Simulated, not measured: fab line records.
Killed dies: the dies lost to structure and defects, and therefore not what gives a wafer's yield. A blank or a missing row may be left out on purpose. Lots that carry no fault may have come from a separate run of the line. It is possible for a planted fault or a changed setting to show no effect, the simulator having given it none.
What tool caused it?	flow sky130	Sampling: 13 lots, 39 wafers, 5 of 708 route steps

WHAT EACH GAUGE READ, for each wafer
SKY_LDD_LDN_OVL_MEAS_07. Usual: LDD_LDN_OVL -0.4 nm, standard deviation 1.5.
lot	measured	on	LDD_LDN_OVL (nm)	flag
L900	day 22 01:02	overlay-02	1.4 1.3 -0.1	
L902	day 23 05:02	overlay-01	1.0 0.2 -1.4	
L903	day 23 12:56	overlay-02	-1.7 -1.9 -1.6	
L904	day 25 03:47	overlay-01	0.3 -0.3 1.7	
L908	day 25 16:32	overlay-01	-0.3 1.0 0.7	
L911	day 26 13:05	overlay-02	1.4 2.4 2.0	
L912	day 26 22:31	overlay-01	-0.9 -0.8 -1.0	
L917	day 29 03:29	overlay-01	-1.2 -0.3 -0.6	
L915	day 29 05:50	overlay-01	-2.3 -3.1 -2.7	
L920	day 30 07:23	overlay-02	-0.1 -0.1 -0.9	
L921	day 30 20:23	overlay-01	-1.3 0.2 -0.5	
L923	day 30 20:59	overlay-02	-2.1 -3.2 -3.3	
L922	day 31 02:23	overlay-01	-0.7 -0.6 -0.8	

SKY_POLY_CUT_OVL_MEAS_09. Usual: POLY_CUT_OVL 1 nm, standard deviation 5.9.
lot	measured	on	POLY_CUT_OVL (nm)	flag
L900	day 23 12:45	overlay-01	1 2 4	
L902	day 24 13:35	overlay-01	-9 -3 -6	
L903	day 24 23:01	overlay-02	-1 -10 -2	
L904	day 26 11:27	overlay-01	-4 1 -7	
L908	day 27 00:48	overlay-01	5 -2 4	
L911	day 27 20:26	overlay-02	0 5 1	
L912	day 28 05:44	overlay-02	1 0 7	
L917	day 30 10:26	overlay-01	-3 4 3	
L915	day 30 12:57	overlay-01	4 -2 7	
L920	day 31 15:20	overlay-02	10 8 11	
L921	day 32 02:15	overlay-02	2 7 7	
L923	day 32 03:52	overlay-02	1 -2 1	
L922	day 32 08:48	overlay-02	-8 -3 -2	

SKY_RES_XHIGH_TW_MEAS_09. Usual: RES_XHIGH_TW 1639, standard deviation 13.
lot	measured	on	RES_XHIGH_TW	flag
L900	day 25 23:26	film-metro-02	1646 1648 1655	
L902	day 26 23:04	film-metro-02	1639 1644 1654	
L903	day 27 08:38	film-metro-03	1627 1627 1621	
L904	day 28 20:37	film-metro-02	1649 1650 1647	
L908	day 29 10:37	film-metro-03	1627 1628 1628	
L911	day 30 06:11	film-metro-02	30 30 30	OFF
L912	day 30 13:44	film-metro-04	30 30 30	OFF
L917	day 32 18:49	film-metro-04	1626 1626 1626	
L915	day 32 21:23	film-metro-02	1658 1658 1647	
L920	day 33 21:56	film-metro-03	1630 1634 1634	
L921	day 34 06:35	film-metro-02	1666 1668 1665	
L923	day 34 08:21	film-metro-02	1659 1663 1669	
L922	day 34 13:56	film-metro-02	1657 1650 1661	

WHAT TOOL EACH LOT RAN ON (gives the tool, then ch and the chambers of the sampled wafers, and finally the start)
lot	SKY_SD_P_STRIP_10	SKY_RES_XHIGH_DEVELOP_06
L900	plasma-asher-04 ch 1, day 24 18:53	litho-track-02 ch 0, day 25 23:02
L902	plasma-asher-03 ch 0,1, day 25 18:14	litho-track-01 ch 0, day 26 22:40
L903	plasma-asher-02 ch 0,1, day 26 03:44	litho-track-01 ch 0, day 27 08:15
L904	plasma-asher-04 ch 0,1, day 27 15:56	litho-track-04 ch 0, day 28 20:14
L908	plasma-asher-03 ch 0,1, day 28 05:59	litho-track-01 ch 0, day 29 10:13
L911	plasma-asher-03 ch 0,1, day 29 01:59	litho-track-02 ch 0, day 30 05:47
L912	plasma-asher-04 ch 0,1, day 29 10:08	litho-track-02 ch 0, day 30 13:20
L917	plasma-asher-03 ch 0,1, day 31 15:14	litho-track-04 ch 0, day 32 18:25
L915	plasma-asher-03 ch 0,1, day 31 17:16	litho-track-01 ch 0, day 32 21:00
L920	plasma-asher-03 ch 0,1, day 32 19:23	litho-track-02 ch 0, day 33 21:32
L921	plasma-asher-03 ch 0,1, day 33 04:43	litho-track-01 ch 0, day 34 06:11
L923	plasma-asher-03 ch 0,1, day 33 06:08	litho-track-02 ch 0, day 34 07:58
L922	plasma-asher-04 ch 0,1, day 33 11:37	litho-track-02 ch 0, day 34 13:32
- SKY_SD_P_STRIP_10: strips in O2/N2.
- SKY_RES_XHIGH_DEVELOP_06: develop time 60 s.

AS READ BY THE TOOLS THEMSELVES (means over the sampled wafers that have a number; for cases with no such wafer, the mark the record gives instead)
SKY_SD_P_STRIP_10. Usual: drypump-motor-current-A 5.7 A, standard deviation 0.34; oes-product-au 0.618 a.u., standard deviation 0.0048; strip-time-to-endpoint-s 17.51 s, standard deviation 0.039.
lot	tool	drypump-motor-current-A (A)	oes-product-au (a.u.)	strip-time-to-endpoint-s (s)	flag
L900	plasma-asher-04	6.0	0.614	17.48	
L902	plasma-asher-03	5.7	0.620	17.56	
L903	plasma-asher-02	5.2	0.620	17.50	
L904	plasma-asher-04	6.0	0.622	17.55	
L908	plasma-asher-03	5.6	0.616	17.54	
L911	plasma-asher-03	5.6	0.616	17.51	
L912	plasma-asher-04	6.0	0.616	17.51	
L917	plasma-asher-03	5.7	0.620	17.48	
L915	plasma-asher-03	5.7	0.616	17.46	
L920	plasma-asher-03	5.6	0.617	17.49	
L921	plasma-asher-03	5.7	0.621	17.50	
L923	plasma-asher-03	5.6	0.620	17.44	
L922	plasma-asher-04	6.0	0.614	17.48	

THE ANSWER, worked out from the rows above alone
Rule: take the mean of a lot's wafers that have a number; if it is more than 3 standard deviations from the usual mean, the lot is off. Also off: a lot with no number at a reading for which 4 or more lots have one. Any other lot the step has rows for is counted as sound. After the gauges, taken in route order, come the tools' own readings; for these a lot's mean is taken, as printed above. At the first step where some lot is off, the reading lying furthest off is the one used; lots without a number count as furthest.
Off: L911, L912, seen at SKY_RES_XHIGH_TW_MEAS_09 (RES_XHIGH_TW).
A tool fits if, at a process step before that reading, it ran every lot that is off, and no sound lot after the first of them. The gauges at SKY_RES_XHIGH_TW_MEAS_09 are tried like those tools. Of those tried, none fits.

WHAT THE SIMULATOR HAD PUT IN
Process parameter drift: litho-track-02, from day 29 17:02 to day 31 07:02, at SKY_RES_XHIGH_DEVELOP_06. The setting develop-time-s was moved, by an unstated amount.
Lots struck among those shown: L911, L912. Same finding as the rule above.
